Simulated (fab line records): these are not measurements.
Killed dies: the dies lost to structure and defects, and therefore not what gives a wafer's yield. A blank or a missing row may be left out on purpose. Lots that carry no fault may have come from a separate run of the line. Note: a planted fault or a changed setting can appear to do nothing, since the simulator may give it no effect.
Matching of chambers :: flow sky130 :: SKY_POLY_CUT_ETCH_11 on rie diel-01: 4 sister chambers
The step etches Si3N4 in CF4/CH2F2/Ar, stops on poly-Si, time 42.5 s, target depth 60 nm. 4 wafers are shown with their chamber, then 9 later ones without.

== WAFERS, EACH WITH ITS CHAMBER ==
wafer: L408.1
chamber: 1
drypump motor current A (A): 5.46

wafer: L414.4
chamber: 0
drypump motor current A (A): 6.10

wafer: L417.3
chamber: 2
drypump motor current A (A): 5.66

wafer: L417.5
chamber: 3
drypump motor current A (A): 6.00

== WAFERS MISSING THEIR CHAMBER ==
wafer: L424.3
drypump motor current A (A): 6.01

wafer: L424.4
drypump motor current A (A): 5.69

wafer: L424.5
drypump motor current A (A): 5.44

wafer: L425.2
drypump motor current A (A): 5.42

wafer: L425.4
drypump motor current A (A): 6.13

wafer: L425.5
drypump motor current A (A): 6.12

wafer: L426.1
drypump motor current A (A): 6.02

wafer: L426.3
drypump motor current A (A): 5.69

wafer: L426.4
drypump motor current A (A): 5.43

== WHICH CHAMBER EACH ONE RAN IN ==
wafer: L424.3
from the rows above: 3
in truth: 3

wafer: L424.4
from the rows above: 2
in truth: 2

wafer: L424.5
from the rows above: 1
in truth: 1

wafer: L425.2
from the rows above: 1
in truth: 1

wafer: L425.4
from the rows above: 0
in truth: 0

wafer: L425.5
from the rows above: 0
in truth: 0

wafer: L426.1
from the rows above: 3
in truth: 3

wafer: L426.3
from the rows above: 2
in truth: 2

wafer: L426.4
from the rows above: 1
in truth: 1
Correct placement for 9 of the 9. Can't be placed from these rows: 0. Placed wrongly: 0.
How it was worked out, from the rows above alone: a wafer's distance from a chamber is the root of the sum, over the readings, of the square of ((its reading less the chamber's mean) divided by the reading's scatter). The wafer belongs to the nearest chamber; if the next one is less than 2 further off, it can't be placed. For every chamber, the mean is computed from those of its wafers that are shown. The scatter: root of mean squared gap, hidden wafer to nearest shown wafer, with one shown wafer a chamber.
